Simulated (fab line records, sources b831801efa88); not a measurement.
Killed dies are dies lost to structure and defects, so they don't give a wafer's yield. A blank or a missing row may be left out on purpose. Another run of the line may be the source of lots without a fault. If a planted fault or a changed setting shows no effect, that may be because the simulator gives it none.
What tool caused it? || flow sky130 || Sampling: 10 lots, 30 wafers, 7 of 708 route steps

== WHAT THE GAUGES READ, wafer by wafer ==
SKY_FIELD_ISO_THK_MEAS_23. Usual: for FIELD_ISO_OXIDATION_01_THK the level is 9.91 nm and the standard deviation is 0.22.
{"lot": "L936", "measured": "day 2 06:15", "on": "film_metro-02", "FIELD_ISO_OXIDATION_01_THK (nm)": "9.82 9.84 9.79", "flag": ""}
{"lot": "L937", "measured": "day 2 13:19", "on": "film_metro-02", "FIELD_ISO_OXIDATION_01_THK (nm)": "9.91 9.76 9.83", "flag": ""}
{"lot": "L938", "measured": "day 2 18:21", "on": "film_metro-02", "FIELD_ISO_OXIDATION_01_THK (nm)": "9.89 9.88 9.96", "flag": ""}
{"lot": "L940", "measured": "day 3 04:25", "on": "film_metro-02", "FIELD_ISO_OXIDATION_01_THK (nm)": "10.02 10.12 10.05", "flag": ""}
{"lot": "L945", "measured": "day 4 06:07", "on": "film_metro-04", "FIELD_ISO_OXIDATION_01_THK (nm)": "10.14 10.28 10.12", "flag": ""}
{"lot": "L946", "measured": "day 4 11:58", "on": "film_metro-03", "FIELD_ISO_OXIDATION_01_THK (nm)": "10.12 10.22 10.16", "flag": ""}
{"lot": "L951", "measured": "day 5 14:27", "on": "film_metro-03", "FIELD_ISO_OXIDATION_01_THK (nm)": "9.82 9.50 9.74", "flag": ""}
{"lot": "L953", "measured": "day 6 01:25", "on": "film_metro-03", "FIELD_ISO_OXIDATION_01_THK (nm)": "9.73 9.75 9.81", "flag": ""}
{"lot": "L958", "measured": "day 7 00:50", "on": "film_metro-02", "FIELD_ISO_OXIDATION_01_THK (nm)": "9.98 9.99 9.84", "flag": ""}
{"lot": "L959", "measured": "day 7 08:09", "on": "film_metro-03", "FIELD_ISO_OXIDATION_01_THK (nm)": "9.55 9.67 9.86", "flag": ""}

SKY_NWELL_OVL_MEAS_10. Usual: for NWELL_00_OVL the level is 0.6 nm and the standard deviation is 1.7.
{"lot": "L936", "measured": "day 4 10:52", "on": "overlay-01", "NWELL_00_OVL (nm)": "0.6 0.1 -0.9", "flag": ""}
{"lot": "L937", "measured": "day 4 21:29", "on": "overlay-01", "NWELL_00_OVL (nm)": "0.2 0.7 1.0", "flag": ""}
{"lot": "L938", "measured": "day 5 01:32", "on": "overlay-02", "NWELL_00_OVL (nm)": "-1.6 1.1 2.0", "flag": ""}
{"lot": "L940", "measured": "day 5 09:28", "on": "overlay-02", "NWELL_00_OVL (nm)": "0.3 -1.3 1.1", "flag": ""}
{"lot": "L945", "measured": "day 6 16:12", "on": "overlay-02", "NWELL_00_OVL (nm)": "-1.2 0.2 -0.3", "flag": ""}
{"lot": "L946", "measured": "day 6 22:26", "on": "overlay-02", "NWELL_00_OVL (nm)": "0.6 1.7 0.6", "flag": ""}
{"lot": "L951", "measured": "day 8 07:42", "on": "overlay-02", "NWELL_00_OVL (nm)": "- - -", "flag": "OFF"}
{"lot": "L953", "measured": "day 8 20:40", "on": "overlay-01", "NWELL_00_OVL (nm)": "1.8 2.2 1.0", "flag": ""}
{"lot": "L958", "measured": "day 9 20:06", "on": "overlay-02", "NWELL_00_OVL (nm)": "0.9 -1.0 -0.8", "flag": ""}
{"lot": "L959", "measured": "day 10 03:46", "on": "overlay-02", "NWELL_00_OVL (nm)": "-1.3 -0.2 -2.2", "flag": ""}

SKY_NWELL_TW_MEAS_15. Usual: for NWELL_TW the level is 1827 and the standard deviation is 7.
{"lot": "L936", "measured": "day 4 11:27", "on": "film_metro-02", "NWELL_TW": "1831 1823 1829", "flag": ""}
{"lot": "L937", "measured": "day 4 22:04", "on": "film_metro-01", "NWELL_TW": "1817 1830 1813", "flag": ""}
{"lot": "L938", "measured": "day 5 02:07", "on": "film_metro-01", "NWELL_TW": "1812 1819 1819", "flag": ""}
{"lot": "L940", "measured": "day 5 10:03", "on": "film_metro-02", "NWELL_TW": "1824 1808 1826", "flag": ""}
{"lot": "L945", "measured": "day 6 16:47", "on": "film_metro-03", "NWELL_TW": "1823 1822 1831", "flag": ""}
{"lot": "L946", "measured": "day 6 23:01", "on": "film_metro-02", "NWELL_TW": "1831 1828 1826", "flag": ""}
{"lot": "L951", "measured": "day 8 08:17", "on": "film_metro-02", "NWELL_TW": "30 30 30", "flag": "OFF"}
{"lot": "L953", "measured": "day 8 21:15", "on": "film_metro-01", "NWELL_TW": "1825 1828 1837", "flag": ""}
{"lot": "L958", "measured": "day 9 20:41", "on": "film_metro-03", "NWELL_TW": "1822 1835 1827", "flag": ""}
{"lot": "L959", "measured": "day 10 04:21", "on": "film_metro-03", "NWELL_TW": "1814 1819 1818", "flag": ""}

SKY_NWELL_TW_MEAS_26. Usual: for NWELL_2_TW the level is 498.5 and the standard deviation is 2.3.
{"lot": "L936", "measured": "day 5 04:54", "on": "film_metro-02", "NWELL_2_TW": "501.1 498.1 499.6", "flag": ""}
{"lot": "L937", "measured": "day 5 15:13", "on": "film_metro-01", "NWELL_2_TW": "498.3 497.0 498.3", "flag": ""}
{"lot": "L938", "measured": "day 5 19:50", "on": "film_metro-02", "NWELL_2_TW": "501.2 497.1 499.8", "flag": ""}
{"lot": "L940", "measured": "day 6 04:25", "on": "film_metro-02", "NWELL_2_TW": "499.7 503.6 500.5", "flag": ""}
{"lot": "L945", "measured": "day 7 12:17", "on": "film_metro-03", "NWELL_2_TW": "496.4 497.7 494.7", "flag": ""}
{"lot": "L946", "measured": "day 7 18:44", "on": "film_metro-03", "NWELL_2_TW": "496.4 497.6 498.7", "flag": ""}
{"lot": "L951", "measured": "day 9 05:47", "on": "film_metro-01", "NWELL_2_TW": "1836.4 1831.9 1819.4", "flag": "OFF"}
{"lot": "L953", "measured": "day 9 19:01", "on": "film_metro-03", "NWELL_2_TW": "500.2 499.4 499.1", "flag": ""}
{"lot": "L958", "measured": "day 10 18:06", "on": "film_metro-01", "NWELL_2_TW": "498.4 498.9 501.5", "flag": ""}
{"lot": "L959", "measured": "day 11 03:08", "on": "film_metro-03", "NWELL_2_TW": "497.9 498.0 499.7", "flag": ""}

== EACH LOT AND THE TOOL THAT RAN IT (in order: tool; ch and the chambers of the sampled wafers; start) ==
{"lot": "L936", "SKY_FIELD_ISO_CMP_27": "cmp-02 ch 1,2, day 2 09:05", "SKY_PWDE_STRIP_09": "plasma_asher-04 ch 0, day 3 18:06", "SKY_NWELL_EXPOSE_07": "iline_stepper-01 ch 0, day 4 02:48"}
{"lot": "L937", "SKY_FIELD_ISO_CMP_27": "cmp-01 ch 0,3, day 2 16:12", "SKY_PWDE_STRIP_09": "plasma_asher-01 ch 0,1, day 4 05:01", "SKY_NWELL_EXPOSE_07": "iline_stepper-01 ch 0, day 4 13:05"}
{"lot": "L938", "SKY_FIELD_ISO_CMP_27": "cmp-01 ch 0,3, day 2 21:22", "SKY_PWDE_STRIP_09": "plasma_asher-01 ch 0,1, day 4 09:25", "SKY_NWELL_EXPOSE_07": "iline_stepper-01 ch 0, day 4 17:30"}
{"lot": "L940", "SKY_FIELD_ISO_CMP_27": "cmp-01 ch 2,3, day 3 06:07", "SKY_PWDE_STRIP_09": "plasma_asher-03 ch 0,1, day 4 17:16", "SKY_NWELL_EXPOSE_07": "iline_stepper-02 ch 0, day 5 01:22"}
{"lot": "L945", "SKY_FIELD_ISO_CMP_27": "cmp-02 ch 0,2,3, day 4 08:54", "SKY_PWDE_STRIP_09": "plasma_asher-01 ch 0,1, day 5 22:23", "SKY_NWELL_EXPOSE_07": "iline_stepper-02 ch 0, day 6 07:32"}
{"lot": "L946", "SKY_FIELD_ISO_CMP_27": "cmp-01 ch 0,1, day 4 13:43", "SKY_PWDE_STRIP_09": "plasma_asher-04 ch 0,1, day 6 04:31", "SKY_NWELL_EXPOSE_07": "iline_stepper-01 ch 0, day 6 13:56"}
{"lot": "L951", "SKY_FIELD_ISO_CMP_27": "cmp-01 ch 0,1,2, day 5 18:48", "SKY_PWDE_STRIP_09": "plasma_asher-04 ch 0,1, day 7 11:35", "SKY_NWELL_EXPOSE_07": "iline_stepper-02 ch 0, day 7 21:05"}
{"lot": "L953", "SKY_FIELD_ISO_CMP_27": "cmp-01 ch 0,1, day 6 04:27", "SKY_PWDE_STRIP_09": "plasma_asher-04 ch 0,1, day 8 00:19", "SKY_NWELL_EXPOSE_07": "iline_stepper-01 ch 0, day 8 10:27"}
{"lot": "L958", "SKY_FIELD_ISO_CMP_27": "cmp-02 ch 1,3, day 7 02:31", "SKY_PWDE_STRIP_09": "plasma_asher-01 ch 0,1, day 8 22:32", "SKY_NWELL_EXPOSE_07": "iline_stepper-02 ch 0, day 9 09:38"}
{"lot": "L959", "SKY_FIELD_ISO_CMP_27": "cmp-01 ch 0,1,2, day 7 09:56", "SKY_PWDE_STRIP_09": "plasma_asher-03 ch 0,1, day 9 06:19", "SKY_NWELL_EXPOSE_07": "iline_stepper-02 ch 0, day 9 16:55"}
- SKY_FIELD_ISO_CMP_27: polishes, stops on Si3N4, t overpolish 16 s, target thk 457.8 nm.
- SKY_PWDE_STRIP_09: strips in O2/N2.
- SKY_NWELL_EXPOSE_07: exposes mask NWM, target cd 840 nm.

== AS READ BY THE TOOLS THEMSELVES (means over the sampled wafers that have a number; for cases with no such wafer, the mark the record gives instead) ==
SKY_FIELD_ISO_CMP_27. Usual: motor_current_A 12.3 A, standard deviation 1.2; overpolish_run_s 16.000 s, standard deviation 0.0089; slurry_filter_dp_kPa 13.51 kPa, standard deviation 0.14; slurry_flow_ml_min 150.0, standard deviation 0.52; time_to_endpoint_s 111 s, standard deviation 4.1.
{"lot": "L936", "tool": "cmp-02", "motor_current_A (A)": 11.3, "overpolish_run_s (s)": 16.000, "slurry_filter_dp_kPa (kPa)": 13.45, "slurry_flow_ml_min": 149.8, "time_to_endpoint_s (s)": 114, "flag": ""}
{"lot": "L937", "tool": "cmp-01", "motor_current_A (A)": 13.4, "overpolish_run_s (s)": 16.001, "slurry_filter_dp_kPa (kPa)": 13.47, "slurry_flow_ml_min": 150.6, "time_to_endpoint_s (s)": 111, "flag": ""}
{"lot": "L938", "tool": "cmp-01", "motor_current_A (A)": 12.4, "overpolish_run_s (s)": 15.988, "slurry_filter_dp_kPa (kPa)": 13.35, "slurry_flow_ml_min": 150.4, "time_to_endpoint_s (s)": 109, "flag": ""}
{"lot": "L940", "tool": "cmp-01", "motor_current_A (A)": 13.1, "overpolish_run_s (s)": 16.003, "slurry_filter_dp_kPa (kPa)": 13.64, "slurry_flow_ml_min": 150.3, "time_to_endpoint_s (s)": 109, "flag": ""}
{"lot": "L945", "tool": "cmp-02", "motor_current_A (A)": 12.9, "overpolish_run_s (s)": 16.012, "slurry_filter_dp_kPa (kPa)": 13.65, "slurry_flow_ml_min": 150.0, "time_to_endpoint_s (s)": 111, "flag": ""}
{"lot": "L946", "tool": "cmp-01", "motor_current_A (A)": 11.6, "overpolish_run_s (s)": 15.998, "slurry_filter_dp_kPa (kPa)": 13.60, "slurry_flow_ml_min": 150.4, "time_to_endpoint_s (s)": 118, "flag": ""}
{"lot": "L951", "tool": "cmp-01", "motor_current_A (A)": 11.7, "overpolish_run_s (s)": 16.002, "slurry_filter_dp_kPa (kPa)": 13.56, "slurry_flow_ml_min": 149.8, "time_to_endpoint_s (s)": 109, "flag": ""}
{"lot": "L953", "tool": "cmp-01", "motor_current_A (A)": 12.1, "overpolish_run_s (s)": 15.992, "slurry_filter_dp_kPa (kPa)": 13.39, "slurry_flow_ml_min": 150.5, "time_to_endpoint_s (s)": 115, "flag": ""}
{"lot": "L958", "tool": "cmp-02", "motor_current_A (A)": 11.7, "overpolish_run_s (s)": 16.007, "slurry_filter_dp_kPa (kPa)": 13.50, "slurry_flow_ml_min": 150.0, "time_to_endpoint_s (s)": 109, "flag": ""}
{"lot": "L959", "tool": "cmp-01", "motor_current_A (A)": 11.4, "overpolish_run_s (s)": 15.993, "slurry_filter_dp_kPa (kPa)": 13.52, "slurry_flow_ml_min": 149.8, "time_to_endpoint_s (s)": 115, "flag": ""}

SKY_PWDE_STRIP_09. Usual: drypump_motor_current_A 5.9 A, standard deviation 0.46; oes_product_au 0.722 a.u., standard deviation 0.0045; strip_time_to_endpoint_s 36.93 s, standard deviation 0.092.
{"lot": "L936", "tool": "plasma_asher-04", "drypump_motor_current_A (A)": 6.3, "oes_product_au (a.u.)": 0.723, "strip_time_to_endpoint_s (s)": 36.97, "flag": ""}
{"lot": "L937", "tool": "plasma_asher-01", "drypump_motor_current_A (A)": 6.3, "oes_product_au (a.u.)": 0.719, "strip_time_to_endpoint_s (s)": 36.96, "flag": ""}
{"lot": "L938", "tool": "plasma_asher-01", "drypump_motor_current_A (A)": 6.0, "oes_product_au (a.u.)": 0.722, "strip_time_to_endpoint_s (s)": 36.92, "flag": ""}
{"lot": "L940", "tool": "plasma_asher-03", "drypump_motor_current_A (A)": 6.0, "oes_product_au (a.u.)": 0.724, "strip_time_to_endpoint_s (s)": 36.98, "flag": ""}
{"lot": "L945", "tool": "plasma_asher-01", "drypump_motor_current_A (A)": 6.0, "oes_product_au (a.u.)": 0.723, "strip_time_to_endpoint_s (s)": 36.93, "flag": ""}
{"lot": "L946", "tool": "plasma_asher-04", "drypump_motor_current_A (A)": 5.9, "oes_product_au (a.u.)": 0.721, "strip_time_to_endpoint_s (s)": 36.98, "flag": ""}
{"lot": "L951", "tool": "plasma_asher-04", "drypump_motor_current_A (A)": 5.6, "oes_product_au (a.u.)": 0.725, "strip_time_to_endpoint_s (s)": 37.01, "flag": ""}
{"lot": "L953", "tool": "plasma_asher-04", "drypump_motor_current_A (A)": 5.6, "oes_product_au (a.u.)": 0.722, "strip_time_to_endpoint_s (s)": 36.97, "flag": ""}
{"lot": "L958", "tool": "plasma_asher-01", "drypump_motor_current_A (A)": 6.2, "oes_product_au (a.u.)": 0.721, "strip_time_to_endpoint_s (s)": 36.88, "flag": ""}
{"lot": "L959", "tool": "plasma_asher-03", "drypump_motor_current_A (A)": 6.0, "oes_product_au (a.u.)": 0.725, "strip_time_to_endpoint_s (s)": 37.06, "flag": ""}

SKY_NWELL_EXPOSE_07. Usual: stage_vel_mm_s 499.97 mm/s, standard deviation 0.26.
{"lot": "L936", "tool": "iline_stepper-01", "stage_vel_mm_s (mm/s)": 499.83, "flag": ""}
{"lot": "L937", "tool": "iline_stepper-01", "stage_vel_mm_s (mm/s)": 499.92, "flag": ""}
{"lot": "L938", "tool": "iline_stepper-01", "stage_vel_mm_s (mm/s)": 499.99, "flag": ""}
{"lot": "L940", "tool": "iline_stepper-02", "stage_vel_mm_s (mm/s)": 499.84, "flag": ""}
{"lot": "L945", "tool": "iline_stepper-02", "stage_vel_mm_s (mm/s)": 499.92, "flag": ""}
{"lot": "L946", "tool": "iline_stepper-01", "stage_vel_mm_s (mm/s)": 499.52, "flag": ""}
{"lot": "L951", "tool": "iline_stepper-02", "stage_vel_mm_s (mm/s)": 500.18, "flag": ""}
{"lot": "L953", "tool": "iline_stepper-01", "stage_vel_mm_s (mm/s)": 500.01, "flag": ""}
{"lot": "L958", "tool": "iline_stepper-02", "stage_vel_mm_s (mm/s)": 499.69, "flag": ""}
{"lot": "L959", "tool": "iline_stepper-02", "stage_vel_mm_s (mm/s)": 500.05, "flag": ""}

== THE ANSWER, worked out from the rows above alone ==
Rule: take the mean of a lot's wafers that have a number; if it is more than 3 standard deviations from the usual mean, the lot is off. A lot without any number at a reading at which 4 lots or more have one is off too. Any other lot the step has rows for is counted as sound. The gauges are gone through in route order, then the tools' own readings, and for those a lot's mean is taken as printed above. At the first step where some lot is off, the reading lying furthest off is the one used; lots without a number count as furthest.
Off: L951, seen at SKY_NWELL_OVL_MEAS_10 (NWELL_00_OVL). Without a number there: L951.
A tool fits if, at a process step before that reading, it ran every lot that is off, and no sound lot after the first of them. The gauges at SKY_NWELL_OVL_MEAS_10 aren't tried: what is off there is off at SKY_NWELL_TW_MEAS_15 too, on other tools, and a gauge's error can't cause that. Not one of the candidates tried fits.

== WHAT WAS PUT IN BY THE SIMULATOR ==
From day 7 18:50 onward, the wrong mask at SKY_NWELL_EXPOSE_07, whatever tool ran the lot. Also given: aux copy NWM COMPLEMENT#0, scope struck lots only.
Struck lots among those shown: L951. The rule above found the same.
